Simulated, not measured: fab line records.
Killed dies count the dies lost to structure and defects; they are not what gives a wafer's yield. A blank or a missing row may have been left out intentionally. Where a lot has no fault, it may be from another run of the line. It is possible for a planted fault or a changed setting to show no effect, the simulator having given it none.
fab line records	flow sky130
record lots=6	wafers=18	last_day=50
route steps=708 shown DNWELL@41 PWDE@45 NWELL@56 PAD_OPEN@708
lots with no fault: from the same line, run without faults
start_h: start of the lot's first displayed wafer, in hours after the record's first day	wait_h: hours since the lot's step before	" as in the row above	L1.1+2: a row that stands for several wafers	- no value present, or no start provided	* or withheld: withheld	< > ~ a bound
route shown NAME@n: names a module that has steps shown in the file, with the first one's number in the route	usual: mean and standard deviation over wafers with no fault	same: alike in all rows	chamber/n: place in a boat	sites: each site's reading	_std_site: standard deviation of those values	_edge_site: outer sites' mean less inner sites'	radius_mm: how far each site lies from the wafer's centre	mask NAME#n: copy n	behind: the last tool/chamber to shape the wafer	hold: the reason the lot was held/the length of the hold in hours/how it ended	device: transistor that didn't switch, given as n, p or np	end of line: the tests these same wafers got at the end of their route	a step without rows: its recipe alone	killed: dies that structure and defects cost at the first sort, which is not the same as the wafer's yield	map: dies across one wafer; x = killed, . = not, _ = none there
set.NAME: the setting the step ran with; set.NAME@STEP: the setting that earlier step ran with	model.NAME: the simulator's own value behind a step, which no gauge read
certain route steps with their lots: each step a table, each wafer a row
services: from which hour (start_h, from the record's first day; less than 0 if before it) a tool's chamber was out of use, for how many hours, and why
## steps
# step SKY_DNWELL_DEVELOP_06
# recipe wall_angle_deg=90	developer=TMAH	develop_time_s=60	dev_temp_c=23
# step SKY_DNWELL_IMPLANT_07
# recipe species=P	energy_kev=withheld	dose_cm2=withheld	tilt_deg=withheld
# step SKY_DNWELL_STRIP_08
# recipe chemistry=O2/N2	power_w=1400	pressure_mtorr=1500	platen_temp_c=withheld	o2_flow_sccm=3000	n2_flow_sccm=300	overash_fraction=0.5
# usual chamber_pressure_mTorr=1499.8/1.3	drypump_motor_current_A=5.5/0.36	n2_flow_sccm=300.1/0.89	oes_product_au=0.723/0.0045	strip_time_to_endpoint_s=36.96/0.14
lot.wafer	tool	chamber	start_h	wait_h	chamber_pressure_mTorr	drypump_motor_current_A	n2_flow_sccm	oes_product_au	rf_hours_counter_h	strip_time_to_endpoint_s
L725.1	plasma_asher-04	0	84.64	0.1	1497.0	5.5	299.6	0.715	29	36.74
L725.5	"	1	"	"	1499.9	4.9	301.2	0.730	-	36.74
L725.6	"	0	"	"	1498.5	5.4	299.2	0.720	-	36.82
L728.3	plasma_asher-01	0	98.57	0.1	1496.5	6.0	299.6	0.716	-	37.18
L728.5	"	1	"	"	1499.7	5.4	299.5	0.734	-	37.21
L728.6	"	0	"	"	1498.0	6.0	299.2	0.721	-	37.16
L730.2	plasma_asher-01	1	114.13	0.1	1501.3	5.4	299.5	0.730	43	36.97
L730.3	"	0	"	"	1498.3	5.9	299.6	0.732	-	37.08
L730.6	"	1	"	"	1499.1	5.4	300.3	0.728	-	37.11
L737.2	plasma_asher-03	1	149.39	0.1	1498.8	6.0	301.0	0.729	47	36.92
L737.5	"	1	"	"	1498.9	5.9	300.7	0.730	-	36.90
L737.6	"	0	"	"	1500.1	5.5	301.5	0.728	-	36.98
L738.1	plasma_asher-04	0	154.98	0.1	1500.8	5.5	299.0	0.719	36	36.73
L738.5	"	1	"	"	1498.0	4.9	300.7	0.724	-	36.80
L738.6	"	0	"	"	1500.1	5.4	299.3	0.729	-	36.84
L740.3	plasma_asher-01	1	173.93	0.1	1500.0	5.5	299.5	0.723	-	36.98
L740.5	"	0	"	"	1500.7	5.9	301.3	0.721	-	37.06
L740.6	"	1	"	"	1500.0	5.5	300.3	0.715	-	37.04
# step SKY_DNWELL_TW_MEAS_09
# usual DNWELL_TW=1108/14
lot.wafer	tool	chamber	start_h	wait_h	DNWELL_TW
L725.1	film_metro-04	-	84.74	0.1	1112
L725.5	"	-	"	"	1110
L725.6	"	-	"	"	1117
L728.3	film_metro-01	-	98.66	0.1	1110
L728.5	"	-	"	"	1108
L728.6	"	-	"	"	1108
L730.2	film_metro-04	-	114.24	0.1	1129
L730.3	"	-	"	"	1135
L730.6	"	-	"	"	1129
L737.2	film_metro-02	-	149.50	0.1	1103
L737.5	"	-	"	"	1096
L737.6	"	-	"	"	1096
L738.1	film_metro-02	-	155.08	0.1	1098
L738.5	"	-	"	"	1103
L738.6	"	-	"	"	1097
L740.3	film_metro-02	-	174.01	0.1	1100
L740.5	"	-	"	"	1102
L740.6	"	-	"	"	1100
# step SKY_PWDE_DEHYDRATE_00
# recipe temp_c=200	time_s=60
# step SKY_PWDE_HMDS_01
# recipe prime_time_s=60	prime_temp_c=120
# step SKY_PWDE_COAT_02
# recipe spin_rpm=2000	resist_thk_nm=3000
# step SKY_PWDE_SOFTBAKE_03
# recipe temp_c=110	time_s=withheld
# step SKY_PWDE_EXPOSE_04
# recipe mask_id=PWDEM	na=0.6	source_shape=conventional	sigma_outer=0.6	polarization=unpolarized	target_cd_nm=840	dose_mj=214
# step SKY_PWDE_PEB_05
# recipe temp_c=115	time_s=withheld
# step SKY_PWDE_DEVELOP_06
# recipe wall_angle_deg=90	developer=TMAH	develop_time_s=60	dev_temp_c=23
# step SKY_PWDE_OVL_MEAS_07
# usual PWDE_OVL=0.8/1.7
lot.wafer	tool	chamber	start_h	wait_h	PWDE_OVL[nm]
L725.1	overlay-01	-	101.08	-	3.3
L725.5	"	-	"	"	2.7
L725.6	"	-	"	"	2.9
L728.3	overlay-02	-	115.85	-	1.9
L728.5	"	-	"	"	1.9
L728.6	"	-	"	"	1.8
L730.2	overlay-02	-	131.29	-	0.6
L730.3	"	-	"	"	-3.1
L730.6	"	-	"	"	-0.5
L737.2	overlay-02	-	169.04	-	-0.5
L737.5	"	-	"	"	0.3
L737.6	"	-	"	"	0.8
L738.1	overlay-02	-	174.48	-	0.9
L738.5	"	-	"	"	-0.4
L738.6	"	-	"	"	-0.8
L740.3	overlay-02	-	192.29	-	-0.6
L740.5	"	-	"	"	-1.4
L740.6	"	-	"	"	0.6
# step SKY_PWDE_IMPLANT_08
# recipe species=B	energy_kev=150	dose_cm2=3.6e+12	tilt_deg=withheld
lot.wafer	tool	chamber	start_h	wait_h
L725.1+5+6	implanter-02	0	101.12	0.0
L728.3+5+6	implanter-04	0	115.92	0.1
L730.2+3+6	implanter-02	0	131.35	0.0
L737.2+5+6	implanter-02	0	169.09	0.0
L738.1+5+6	implanter-02	0	174.52	0.0
L740.3+5+6	implanter-04	0	192.37	0.1
# step SKY_PWDE_STRIP_09
# recipe chemistry=O2/N2	power_w=1400	pressure_mtorr=1500	platen_temp_c=withheld	o2_flow_sccm=3000	n2_flow_sccm=300	overash_fraction=0.5
# usual chamber_pressure_mTorr=1500.0/1.3	drypump_motor_current_A=5.68/0.18	n2_flow_sccm=300.0/0.9	oes_product_au=0.722/0.0049	strip_time_to_endpoint_s=36.97/0.13
lot.wafer	tool	chamber	start_h	wait_h	chamber_pressure_mTorr	drypump_motor_current_A	n2_flow_sccm	oes_product_au	rf_hours_counter_h	strip_time_to_endpoint_s
L725.1	plasma_asher-03	1	101.27	0.1	1500.2	5.90	300.7	0.717	42	36.87
L725.5	"	1	"	"	1499.0	5.89	301.0	0.714	-	36.94
L725.6	"	0	"	"	1499.3	5.53	300.6	0.726	-	36.91
L728.3	plasma_asher-01	0	116.05	0.1	1497.5	5.94	300.1	0.717	-	36.85
L728.5	"	0	"	"	1500.5	5.94	299.6	0.718	-	36.85
L728.6	"	1	"	"	1499.7	5.44	299.7	0.722	-	36.74
L730.2	plasma_asher-03	1	131.47	0.1	1501.4	5.89	299.4	0.723	46	36.89
L730.3	"	1	"	"	1499.4	5.89	299.9	0.729	-	37.06
L730.6	"	0	"	"	1499.7	5.53	299.4	0.717	-	37.02
L737.2	plasma_asher-02	1	169.22	0.1	1500.2	5.63	298.7	0.728	5	36.99
L737.5	"	0	"	"	1498.5	5.66	301.5	0.719	-	37.15
L737.6	"	1	"	"	1500.8	5.62	298.5	0.717	-	36.97
L738.1	plasma_asher-03	0	174.67	0.1	1499.2	5.54	299.0	0.720	50	37.08
L738.5	"	0	"	"	1501.4	5.53	298.2	0.734	-	37.14
L738.6	"	1	"	"	1501.3	5.91	299.0	0.718	-	37.02
L740.3	plasma_asher-02	0	192.50	0.1	1499.6	5.67	300.9	0.720	-	37.01
L740.5	"	0	"	"	1499.2	5.68	300.1	0.728	-	36.97
L740.6	"	1	"	"	1500.6	5.63	299.8	0.716	-	37.03
# step SKY_PWDE_TW_MEAS_10
# usual PWDE_TW=372/4.3
lot.wafer	tool	chamber	start_h	wait_h	PWDE_TW
L725.1	film_metro-04	-	101.37	0.1	377
L725.5	"	-	"	"	378
L725.6	"	-	"	"	379
L728.3	film_metro-02	-	116.14	0.1	367
L728.5	"	-	"	"	367
L728.6	"	-	"	"	366
L730.2	film_metro-01	-	131.58	0.1	369
L730.3	"	-	"	"	370
L730.6	"	-	"	"	368
L737.2	film_metro-01	-	169.33	0.1	368
L737.5	"	-	"	"	366
L737.6	"	-	"	"	368
L738.1	film_metro-01	-	174.77	0.1	364
L738.5	"	-	"	"	367
L738.6	"	-	"	"	370
L740.3	film_metro-04	-	192.59	0.1	379
L740.5	"	-	"	"	378
L740.6	"	-	"	"	376
# step SKY_NWELL_DEHYDRATE_03
# recipe temp_c=200	time_s=60
# step SKY_NWELL_HMDS_04
# recipe prime_time_s=60	prime_temp_c=120
# step SKY_NWELL_COAT_05
# recipe spin_rpm=2000	resist_thk_nm=3000
# step SKY_NWELL_SOFTBAKE_06
# recipe temp_c=110	time_s=withheld
# step SKY_NWELL_EXPOSE_07
# recipe mask_id=NWM	na=0.6	source_shape=conventional	sigma_outer=0.6	polarization=unpolarized	target_cd_nm=840	dose_mj=255
# step SKY_NWELL_PEB_08
# recipe temp_c=115	time_s=withheld
# step SKY_NWELL_DEVELOP_09
# recipe wall_angle_deg=90	developer=TMAH	develop_time_s=60	dev_temp_c=23
# step SKY_NWELL_OVL_MEAS_10
# usual NWELL_00_OVL=0.5/1.6
lot.wafer	tool	chamber	start_h	wait_h	NWELL_00_OVL[nm]
L725.1	overlay-01	-	119.22	-	1.4
L725.5	"	-	"	"	0.1
L725.6	"	-	"	"	-0.5
L728.3	overlay-01	-	133.94	-	1.4
L728.5	"	-	"	"	1.0
L728.6	"	-	"	"	0.0
L730.2	overlay-01	-	151.67	-	1.1
L730.3	"	-	"	"	0.2
L730.6	"	-	"	"	1.7
L737.2	overlay-02	-	188.72	-	1.3
L737.5	"	-	"	"	1.7
L737.6	"	-	"	"	0.7
L738.1	overlay-02	-	193.12	-	-0.6
L738.5	"	-	"	"	-1.7
L738.6	"	-	"	"	-0.1
L740.3	overlay-02	-	213.04	-	2.1
L740.5	"	-	"	"	0.2
L740.6	"	-	"	"	-0.6
# step SKY_NWELL_IMPLANT_11
# recipe species=P	energy_kev=400	dose_cm2=1.9e+13	tilt_deg=withheld
# step SKY_NWELL_IMPLANT_12
# recipe species=P	energy_kev=120	dose_cm2=1.3e+12	tilt_deg=withheld
# step SKY_NWELL_IMPLANT_13
# recipe species=P	energy_kev=50	dose_cm2=7e+11	tilt_deg=withheld
# step SKY_NWELL_STRIP_14
# recipe chemistry=O2/N2	power_w=1400	pressure_mtorr=1500	platen_temp_c=withheld	o2_flow_sccm=3000	n2_flow_sccm=300	overash_fraction=0.5
# usual chamber_pressure_mTorr=1499.8/1.5	drypump_motor_current_A=5.5/0.31	n2_flow_sccm=299.9/0.86	oes_product_au=0.722/0.0044	strip_time_to_endpoint_s=36.98/0.11
lot.wafer	tool	chamber	start_h	wait_h	chamber_pressure_mTorr	drypump_motor_current_A	n2_flow_sccm	oes_product_au	rf_hours_counter_h	strip_time_to_endpoint_s
L725.1	plasma_asher-01	1	119.70	0.1	1501.4	5.5	300.2	0.725	43	36.83
L725.5	"	0	"	"	1499.3	5.9	299.3	0.725	-	36.89
L725.6	"	1	"	"	1498.3	5.5	300.5	0.725	-	36.83
L728.3	plasma_asher-01	1	134.45	0.1	1498.5	5.4	299.2	0.723	-	36.93
L728.5	"	0	"	"	1503.8	5.9	300.8	0.717	-	36.96
L728.6	"	1	"	"	1499.0	5.5	299.8	0.728	-	37.00
L730.2	plasma_asher-04	1	152.15	0.1	1498.6	4.9	298.9	0.725	36	37.00
L730.3	"	0	"	"	1499.9	5.4	300.6	0.718	-	37.00
L730.6	"	0	"	"	1499.9	5.4	299.6	0.727	-	37.05
L737.2	plasma_asher-04	0	189.20	0.1	1496.9	5.4	301.7	0.727	40	36.97
L737.5	"	0	"	"	1500.9	5.5	300.1	0.730	-	36.93
L737.6	"	1	"	"	1499.4	4.9	300.1	0.716	-	36.90
L738.1	plasma_asher-01	1	193.60	0.1	1498.0	5.5	300.8	0.723	51	37.07
L738.5	"	0	"	"	1499.6	5.9	298.9	0.715	-	37.05
L738.6	"	1	"	"	1499.7	5.5	299.6	0.724	-	37.18
L740.3	plasma_asher-01	1	213.55	0.1	1498.9	5.5	299.0	0.725	-	37.02
L740.5	"	0	"	"	1502.0	5.9	301.7	0.725	-	36.89
L740.6	"	1	"	"	1498.1	5.5	299.4	0.724	-	36.99
# step SKY_NWELL_TW_MEAS_15
# usual NWELL_TW=1804/18
lot.wafer	tool	chamber	start_h	wait_h	NWELL_TW
L725.1	film_metro-01	-	119.80	0.1	1802
L725.5	"	-	"	"	1795
L725.6	"	-	"	"	1796
L728.3	film_metro-02	-	134.54	0.1	1793
L728.5	"	-	"	"	1797
L728.6	"	-	"	"	1791
L730.2	film_metro-02	-	152.26	0.1	1795
L730.3	"	-	"	"	1799
L730.6	"	-	"	"	1789
L737.2	film_metro-04	-	189.31	0.1	1823
L737.5	"	-	"	"	1832
L737.6	"	-	"	"	1834
L738.1	film_metro-04	-	193.70	0.1	1841
L738.5	"	-	"	"	1839
L738.6	"	-	"	"	1839
L740.3	film_metro-04	-	213.64	0.1	1836
L740.5	"	-	"	"	1843
L740.6	"	-	"	"	1837
# step SKY_NWELL_DEHYDRATE_16
# recipe temp_c=200	time_s=60
# step SKY_NWELL_HMDS_17
# recipe prime_time_s=60	prime_temp_c=120
# step SKY_NWELL_COAT_18
# recipe spin_rpm=2000	resist_thk_nm=3000
# step SKY_NWELL_SOFTBAKE_19
# recipe temp_c=110	time_s=withheld
# step SKY_NWELL_EXPOSE_20
# recipe mask_id=NWM_COMPLEMENT	na=0.6	source_shape=conventional	sigma_outer=0.6	polarization=unpolarized	target_cd_nm=840	dose_mj=260
# step SKY_NWELL_PEB_21
# recipe temp_c=115	time_s=withheld
# step SKY_NWELL_DEVELOP_22
# recipe wall_angle_deg=90	developer=TMAH	develop_time_s=60	dev_temp_c=23
# step SKY_NWELL_OVL_MEAS_23
# usual NWELL_01_OVL=-1.3/1.3
lot.wafer	tool	chamber	start_h	wait_h	NWELL_01_OVL[nm]
L725.1	overlay-01	-	138.43	-	-2.1
L725.5	"	-	"	"	-1.4
L725.6	"	-	"	"	-1.2
L728.3	overlay-02	-	153.78	-	-1.6
L728.5	"	-	"	"	-2.9
L728.6	"	-	"	"	-2.8
L730.2	overlay-01	-	172.19	-	-2.0
L730.3	"	-	"	"	-2.6
L730.6	"	-	"	"	-1.9
L737.2	overlay-02	-	209.42	-	-1.2
L737.5	"	-	"	"	-1.1
L737.6	"	-	"	"	-0.9
L738.1	overlay-01	-	214.09	-	-0.6
L738.5	"	-	"	"	1.6
L738.6	"	-	"	"	0.3
L740.3	overlay-02	-	235.80	-	-0.6
L740.5	"	-	"	"	0.2
L740.6	"	-	"	"	-0.7
# step SKY_NWELL_IMPLANT_24
# recipe species=B	energy_kev=140	dose_cm2=9.2e+12	tilt_deg=withheld
# step SKY_NWELL_STRIP_25
# recipe chemistry=O2/N2	power_w=1400	pressure_mtorr=1500	platen_temp_c=withheld	o2_flow_sccm=3000	n2_flow_sccm=300	overash_fraction=0.5
# usual chamber_pressure_mTorr=1499.9/1.3	drypump_motor_current_A=5.5/0.32	n2_flow_sccm=299.9/0.89	oes_product_au=0.723/0.0046	strip_time_to_endpoint_s=36.96/0.089
lot.wafer	tool	chamber	start_h	wait_h	chamber_pressure_mTorr	drypump_motor_current_A	n2_flow_sccm	oes_product_au	rf_hours_counter_h	strip_time_to_endpoint_s
L725.1	plasma_asher-02	1	138.62	0.1	1501.8	5.6	298.8	0.715	2	36.88
L725.5	"	0	"	"	1498.4	5.7	299.8	0.725	-	36.93
L725.6	"	1	"	"	1496.8	5.6	299.1	0.726	-	36.88
L728.3	plasma_asher-01	1	153.99	0.1	1500.4	5.5	300.3	0.726	-	37.09
L728.5	"	1	"	"	1500.1	5.5	299.4	0.722	-	36.98
L728.6	"	0	"	"	1500.5	6.0	301.2	0.722	-	37.04
L730.2	plasma_asher-01	1	172.37	0.1	1500.8	5.5	299.1	0.728	49	36.93
L730.3	"	0	"	"	1501.5	6.0	301.1	0.728	-	36.88
L730.6	"	1	"	"	1499.4	5.5	300.2	0.729	-	36.93
L737.2	plasma_asher-04	0	209.60	0.1	1499.1	5.4	300.0	0.731	41	37.14
L737.5	"	1	"	"	1497.8	4.9	299.7	0.725	-	37.10
L737.6	"	0	"	"	1498.2	5.4	299.7	0.722	-	37.13
L738.1	plasma_asher-02	1	214.28	0.1	1501.0	5.6	301.0	0.714	10	36.81
L738.5	"	1	"	"	1499.9	5.6	300.0	0.717	-	36.83
L738.6	"	0	"	"	1499.4	5.7	298.5	0.726	-	36.93
L740.3	plasma_asher-04	1	236.01	0.1	1500.4	4.9	300.3	0.716	-	36.80
L740.5	"	0	"	"	1497.1	5.4	299.6	0.733	-	36.95
L740.6	"	1	"	"	1500.2	4.9	301.0	0.727	-	36.97
# step SKY_NWELL_TW_MEAS_26
# usual NWELL_2_TW=494/6.6
lot.wafer	tool	chamber	start_h	wait_h	NWELL_2_TW
L725.1	film_metro-04	-	138.72	0.1	505
L725.5	"	-	"	"	505
L725.6	"	-	"	"	506
L728.3	film_metro-04	-	154.07	0.1	502
L728.5	"	-	"	"	500
L728.6	"	-	"	"	505
L730.2	film_metro-04	-	172.48	0.1	499
L730.3	"	-	"	"	502
L730.6	"	-	"	"	499
L737.2	film_metro-02	-	209.71	0.1	491
L737.5	"	-	"	"	490
L737.6	"	-	"	"	488
L738.1	film_metro-02	-	214.38	0.1	490
L738.5	"	-	"	"	490
L738.6	"	-	"	"	491
L740.3	film_metro-04	-	236.10	0.1	507
L740.5	"	-	"	"	506
L740.6	"	-	"	"	507
# step SKY_NWELL_CLEAN_27
# recipe chemistry=SC1/SC2	mix=1:4:20	temp_c=70	time_s=150	dry=n2_spin
# step SKY_NWELL_RTA_28
# recipe temp_c=1050	time_s=30	idle_temp_c=650	ramp_up_c_per_s=150	ramp_down_c_per_s=90	ambient=N2
# usual anneal_temp_c_max=1056.0/1.5	lamp_power_pct=25.31/0.05	wafer_temp_C_max=1054.8/0.95
lot.wafer	tool	chamber	start_h	wait_h	anneal_temp_c_max	lamp_power_pct	wafer_temp_C_max
L725.1	rtp_anneal-01	0	138.83	0.0	1054.7	25.28	1054.1
L725.5	"	0	"	"	1054.6	25.25	1054.6
L725.6	"	0	"	"	1055.4	25.34	1055.5
L728.3	rtp_anneal-01	0	154.20	0.0	1054.7	25.31	1055.9
L728.5	"	0	"	"	1053.9	25.29	1054.0
L728.6	"	0	"	"	1054.8	25.30	1054.0
L730.2	rtp_anneal-01	0	172.60	0.0	1055.1	25.33	1054.4
L730.3	"	0	"	"	1056.4	25.23	1057.0
L730.6	"	0	"	"	1053.9	25.43	1055.9
L737.2	rtp_anneal-01	0	209.83	0.0	1054.8	25.40	1055.3
L737.5	"	0	"	"	1054.7	25.37	1054.7
L737.6	"	0	"	"	1053.4	25.24	1054.7
L738.1	rtp_anneal-02	0	214.49	0.0	1055.5	25.31	1054.5
L738.5	"	0	"	"	1054.9	25.30	1056.8
L738.6	"	0	"	"	1056.2	25.40	1055.7
L740.3	rtp_anneal-02	0	236.23	0.0	1056.8	25.34	1054.3
L740.5	"	0	"	"	1058.3	25.36	1054.3
L740.6	"	0	"	"	1055.7	25.35	1053.7
# step SKY_NWELL_RS_MEAS_29
# recipe thk_meas_gauge=four-point-probe
# usual NWELL_RS=623.8/1.8
lot.wafer	tool	chamber	start_h	wait_h	NWELL_RS[ohm/sq]
L725.1	film_metro-01	-	138.93	0.1	624.1
L725.5	"	-	"	"	624.6
L725.6	"	-	"	"	624.5
L728.3	film_metro-02	-	154.31	0.1	627.3
L728.5	"	-	"	"	626.6
L728.6	"	-	"	"	626.9
L730.2	film_metro-01	-	172.70	0.1	622.4
L730.3	"	-	"	"	622.4
L730.6	"	-	"	"	623.2
L737.2	film_metro-01	-	209.93	0.1	623.0
L737.5	"	-	"	"	622.6
L737.6	"	-	"	"	621.2
L738.1	film_metro-01	-	214.59	0.1	622.3
L738.5	"	-	"	"	623.5
L738.6	"	-	"	"	622.9
L740.3	film_metro-01	-	236.33	0.1	623.1
L740.5	"	-	"	"	623.7
L740.6	"	-	"	"	623.5
# step SKY_NWELL_RS_MEAS_31
# recipe thk_meas_gauge=four-point-probe
# usual PWDE_RS=5274/16
lot.wafer	tool	chamber	start_h	wait_h	PWDE_RS[ohm/sq]
L725.1	film_metro-01	-	139.17	0.1	5275
L725.5	"	-	"	"	5278
L725.6	"	-	"	"	5271
L728.3	film_metro-02	-	154.55	0.1	5291
L728.5	"	-	"	"	5309
L728.6	"	-	"	"	5286
L730.2	film_metro-01	-	172.94	0.1	5265
L730.3	"	-	"	"	5264
L730.6	"	-	"	"	5259
L737.2	film_metro-01	-	210.17	0.1	5325
L737.5	"	-	"	"	5352
L737.6	"	-	"	"	5323
L738.1	film_metro-01	-	214.83	0.1	5332
L738.5	"	-	"	"	5347
L738.6	"	-	"	"	5325
L740.3	film_metro-01	-	236.57	0.1	5291
L740.5	"	-	"	"	5295
L740.6	"	-	"	"	5294
# step SKY_PAD_OPEN_PROBE_99
# usual killed_at_M0_to_M3=44/7.2	killed_at_M4_up=3.0/1.9	killed_at_contacts=25/4.8	killed_at_front_end=16/4.2	killed_at_other=0.2/0.44	killed_dies=88/9.3	killed_open=48/7.1	killed_short=40/6.5
# same gross_dies=492	killed_at_back_side=0
lot.wafer	tool	chamber	start_h	wait_h	killed_at_M0_to_M3	killed_at_M4_up	killed_at_contacts	killed_at_front_end	killed_at_other	killed_dies	killed_open	killed_short
L725.1	prober-02	-	1107.18	0.1	58	2	23	21	0	104	65	39
L725.5	prober-02	-	1107.38	0.2	50	0	21	21	1	93	46	47
L725.6	prober-02	-	1107.43	0.2	49	2	23	18	0	92	62	30
L728.3	prober-01	-	1122.11	0.2	44	0	27	11	0	82	41	41
L728.5	prober-01	-	1122.21	0.2	34	2	29	11	1	77	43	34
L728.6	prober-01	-	1122.26	0.2	53	1	26	18	1	99	47	52
L730.2	prober-01	-	1138.53	0.1	35	3	16	20	0	74	44	30
L730.3	prober-01	-	1138.58	0.2	45	3	18	19	0	85	44	41
L730.6	prober-01	-	1138.73	0.2	37	4	13	12	0	66	29	37
L737.2	prober-02	-	1170.05	0.1	42	3	37	25	0	107	64	43
L737.5	prober-02	-	1170.20	0.2	40	4	23	15	0	82	30	52
L737.6	prober-02	-	1170.25	0.2	47	2	17	15	0	81	39	42
L738.1	prober-01	-	1173.09	0.1	48	2	24	15	0	89	37	52
L738.5	prober-01	-	1173.29	0.2	42	0	23	10	0	75	44	31
L738.6	prober-01	-	1173.34	0.2	53	1	31	16	1	102	53	49
L740.3	prober-02	-	1191.85	0.2	43	4	27	14	0	88	43	45
L740.5	prober-02	-	1191.95	0.2	38	1	22	11	0	72	42	30
L740.6	prober-02	-	1192.00	0.2	35	3	30	20	1	89	53	36
# killed by level:class
L725.1 VIA1:geometric_particle:open=19 LI_CONTACT:geometric_particle:open=9 CONTACT:geometric_particle:open=7 VIA2:geometric_particle:short=7 VIA3:geometric_particle:open=7 FIELD_ISO:geometric_particle:open=6 METAL1:geometric_particle:short=6 VIA2:geometric_particle:open=6
L725.5 VIA1:geometric_particle:open=12 VIA2:geometric_particle:open=8 CONTACT:geometric_particle:open=7 LI_CONTACT:geometric_particle:open=6 VIA1:geometric_particle:short=6 VIA3:geometric_particle:short=6 FIELD_ISO:geometric_particle:short=5 POLY_GATE:geometric_particle:short=5
L725.6 VIA1:geometric_particle:open=12 CONTACT:geometric_particle:open=12 VIA2:geometric_particle:open=11 POLY_GATE:geometric_particle:short=7 VIA3:geometric_particle:open=7 POLY_GATE:geometric_particle:open=6 LI_CONTACT:geometric_particle:open=5 VIA2:geometric_particle:short=4
L728.3 CONTACT:geometric_particle:open=9 VIA1:geometric_particle:short=8 METAL1:geometric_particle:short=7 LI_CONTACT:geometric_particle:open=6 VIA1:geometric_particle:open=6 VIA3:geometric_particle:open=6 VIA3:geometric_particle:short=5 LI_CONTACT:geometric_particle:short=4
L728.5 CONTACT:geometric_particle:open=9 CONTACT:geometric_particle:short=9 VIA1:geometric_particle:open=9 VIA2:geometric_particle:open=6 METAL1:geometric_particle:short=5 VIA3:geometric_particle:open=5 FIELD_ISO:geometric_particle:open=4 POLY_GATE:geometric_particle:short=4
L728.6 CONTACT:geometric_particle:open=12 METAL2:geometric_particle:short=11 FIELD_ISO:geometric_particle:short=8 VIA3:geometric_particle:short=8 VIA3:geometric_particle:open=8 LI_CONTACT:geometric_particle:open=7 VIA1:geometric_particle:open=5 METAL1:geometric_particle:short=4
L730.2 POLY_GATE:geometric_particle:open=8 VIA1:geometric_particle:open=8 LI_CONTACT:geometric_particle:open=7 VIA3:geometric_particle:open=7 POLY_GATE:geometric_particle:short=6 CONTACT:geometric_particle:open=5 METAL1:geometric_particle:short=5 VIA2:geometric_particle:open=5
L730.3 VIA1:geometric_particle:open=11 VIA2:geometric_particle:open=9 CONTACT:geometric_particle:open=8 METAL1:geometric_particle:short=7 FIELD_ISO:geometric_particle:open=5 VIA1:geometric_particle:short=5 FIELD_ISO:geometric_particle:short=4 LOCAL_INTERCONNECT:geometric_particle:short=4
L730.6 METAL1:geometric_particle:short=7 VIA3:geometric_particle:open=5 VIA2:geometric_particle:open=5 POLY_GATE:geometric_particle:open=4 VIA1:geometric_particle:short=4 VIA1:geometric_particle:open=4 VIA2:geometric_particle:short=4 METAL3:geometric_particle:short=4
L737.2 CONTACT:geometric_particle:open=16 LI_CONTACT:geometric_particle:open=10 VIA1:geometric_particle:open=9 FIELD_ISO:geometric_particle:short=8 POLY_GATE:geometric_particle:open=8 VIA2:geometric_particle:open=8 LOCAL_INTERCONNECT:geometric_particle:short=6 METAL3:geometric_particle:short=5
L737.5 CONTACT:geometric_particle:short=9 VIA2:geometric_particle:open=7 VIA3:geometric_particle:open=7 VIA1:geometric_particle:short=6 LOCAL_INTERCONNECT:geometric_particle:short=6 FIELD_ISO:geometric_particle:short=5 LI_CONTACT:geometric_particle:open=5 METAL1:geometric_particle:short=5
L737.6 VIA1:geometric_particle:open=8 VIA3:geometric_particle:open=7 METAL1:geometric_particle:short=6 METAL2:geometric_particle:short=6 VIA2:geometric_particle:open=6 LI_CONTACT:geometric_particle:open=5 POLY_GATE:geometric_particle:short=4 LOCAL_INTERCONNECT:geometric_particle:short=4
L738.1 CONTACT:geometric_particle:open=11 METAL2:geometric_particle:short=9 METAL1:geometric_particle:short=8 POLY_GATE:geometric_particle:short=5 VIA2:geometric_particle:open=5 VIA2:geometric_particle:short=5 VIA3:geometric_particle:short=5 FIELD_ISO:geometric_particle:short=4
L738.5 VIA1:geometric_particle:open=13 CONTACT:geometric_particle:open=8 METAL1:geometric_particle:short=7 VIA3:geometric_particle:open=7 LI_CONTACT:geometric_particle:open=6 VIA2:geometric_particle:open=5 FIELD_ISO:geometric_particle:short=4 LOCAL_INTERCONNECT:geometric_particle:short=4
L738.6 CONTACT:geometric_particle:open=11 VIA1:geometric_particle:open=11 VIA2:geometric_particle:open=8 METAL1:geometric_particle:short=8 FIELD_ISO:geometric_particle:open=7 LOCAL_INTERCONNECT:geometric_particle:short=5 CONTACT:geometric_particle:short=5 METAL2:geometric_particle:short=5
L740.3 CONTACT:geometric_particle:open=9 METAL1:geometric_particle:short=9 CONTACT:geometric_particle:short=8 VIA1:geometric_particle:open=7 VIA2:geometric_particle:open=7 METAL2:geometric_particle:short=6 FIELD_ISO:geometric_particle:short=5 VIA1:geometric_particle:short=5
L740.5 VIA1:geometric_particle:open=9 CONTACT:geometric_particle:open=7 VIA2:geometric_particle:open=6 LI_CONTACT:geometric_particle:open=4 LI_CONTACT:geometric_particle:short=4 VIA3:geometric_particle:open=4 CONTACT:geometric_particle:short=4 METAL1:geometric_particle:short=4
L740.6 CONTACT:geometric_particle:open=11 VIA3:geometric_particle:open=9 FIELD_ISO:geometric_particle:open=6 VIA2:geometric_particle:open=6 LI_CONTACT:geometric_particle:open=6 CONTACT:geometric_particle:short=6 VIA1:geometric_particle:open=6 FIELD_ISO:geometric_particle:short=5
## services
tool	chamber	start_h	hours	kind
rtp_anneal-02	-	91.69	5.9	pm
implanter-04	-	98.29	0.7	repair
plasma_asher-01	-	105.20	1.6	repair
plasma_asher-02	-	108.75	9.0	pm
plasma_asher-02	0	108.75	9.0	vent_cycle
plasma_asher-02	1	108.75	9.0	vent_cycle
plasma_asher-02	0	117.75	-	clean
plasma_asher-02	1	117.75	-	clean
implanter-04	-	160.16	2.0	repair
plasma_asher-04	-	163.93	0.7	repair
implanter-04	-	185.53	2.8	pm
rtp_anneal-01	-	203.23	0.8	pm
implanter-04	-	222.41	1.9	repair
rtp_anneal-01	-	223.60	5.6	pm
## key
first_sign step=SKY_NWELL_RS_MEAS_31	reading=PWDE_RS	direction=up	sigmas=3.7	usual=5274	struck=5334
effect none on later readings
met_at SKY_PWDE_IMPLANT_08
struck_wafers L737.2,L737.5,L737.6,L738.1,L738.5,L738.6
tester_left_out L737,L738
onset_between 131.35 169.09
fault kind=process_parameter_drift	tool=implanter-02	chamber=-	onset_h=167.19	steps=SKY_PWDE_IMPLANT_08	channel=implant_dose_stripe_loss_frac	offset=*	shape=step	end_h=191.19
# tester_left_out: of these lots the tester's yield and bins aren't shown, on N5 and GAA mostly nor the transistor test; their killed dies are dies lost to structure and defects alone, not to doping, threshold or leakage, so they don't give the yield
